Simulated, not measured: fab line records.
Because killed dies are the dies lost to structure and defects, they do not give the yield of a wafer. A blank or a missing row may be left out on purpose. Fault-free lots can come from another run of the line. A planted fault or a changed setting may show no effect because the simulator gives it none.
2 desks, one fault -- flow gf180mcu -- numbers are kept per desk, each desk with only its own; the story behind them comes last

== TOOL OWNER'S DESK, furnace-01 ==
The tool's own readings at GF_DUAL_GATE_OXIDATION_02 (stabilise 600 s, purge 300 s, target thk 10.887 nm): means of the sampled wafers that have a number, for each lot that ran on this tool. The brackets show how far a lot's mean lies from the usual mean; more than 4 standard deviations puts the lot out of limits, marked OUT.
Columns: A = spike-tc-centre-C at GF_DUAL_GATE_OXIDATION_02, usual 899.8 C; B = spike-tc-lower-C at GF_DUAL_GATE_OXIDATION_02, usual 900.9 C
lot,first seen here,A,B
L337,day 7 20:56,900.1,901.0
L338,day 8 05:56,901.2,900.8
L345,day 10 03:46,900.1,901.4
L346,day 10 14:31,900.4,901.2
L352,day 12 05:59,901.4,900.2
L353,day 12 13:55,900.5,901.3
L354,day 12 18:06,901.1,900.9
This desk's verdict: no lot among the 7 shows anything out of limits.

== AT THE METROLOGY DESK ==
What the gauges read for every lot (on any tool): the sampled wafers with a number, averaged. The brackets show how far a lot's mean lies from the usual mean; more than 4 standard deviations puts the lot out of limits, marked OUT.
Columns: A = DUAL_GATE_OXIDATION_00_THK at GF_DUAL_GATE_THK_MEAS_03, usual 10.94 nm; B = V2_OVL at GF_V2_OVL_MEAS_15, usual -1 nm
lot,first seen here,A,B
L337,day 7 22:24,11.03,4
L338,day 8 07:22,11.29,6
L339,day 8 12:40,10.60,-7
L344,day 9 20:58,10.85,3
L345,day 10 05:13,10.89,3
L346,day 10 15:59,11.00,6
L349,day 11 09:26,10.89,2
L352,day 12 07:27,12.53 (+7.6) OUT,5
L353,day 12 15:24,12.58 (+7.8) OUT,-2
L354,day 12 19:34,12.79 (+8.8) OUT,-0
L355,day 13 01:36,10.84,-11
L356,day 13 09:04,10.84,-3
L357,day 13 18:29,10.90,1
L359,day 14 08:07,10.59,1
Finding of this desk: L352, L353, L354 out of limits, first seen on L352 at day 12 07:27 (DUAL_GATE_OXIDATION_00_THK at GF_DUAL_GATE_THK_MEAS_03). L337, L338, L339, L344, L345, L346, L349, L355, L356, L357, L359 stayed within limits.

== TAKEN TOGETHER ==
On L352, L353, L354, the metrology desk was in a position to raise an alarm at day 12 07:27.
Nothing out of limits was seen by the tool owner's desk.
The tool owner's desk has L352, L353, L354 on record, within its limits.
Of the lots named, all ran GF_DUAL_GATE_OXIDATION_02 on furnace-01.

== WHAT THE SIMULATOR HAD INSERTED ==
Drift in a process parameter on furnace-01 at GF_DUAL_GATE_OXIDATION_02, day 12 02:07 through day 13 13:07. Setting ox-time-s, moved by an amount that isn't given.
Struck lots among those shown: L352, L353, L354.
Hours from the fault's start to each desk's first reading out of limits: the metrology desk, 5.
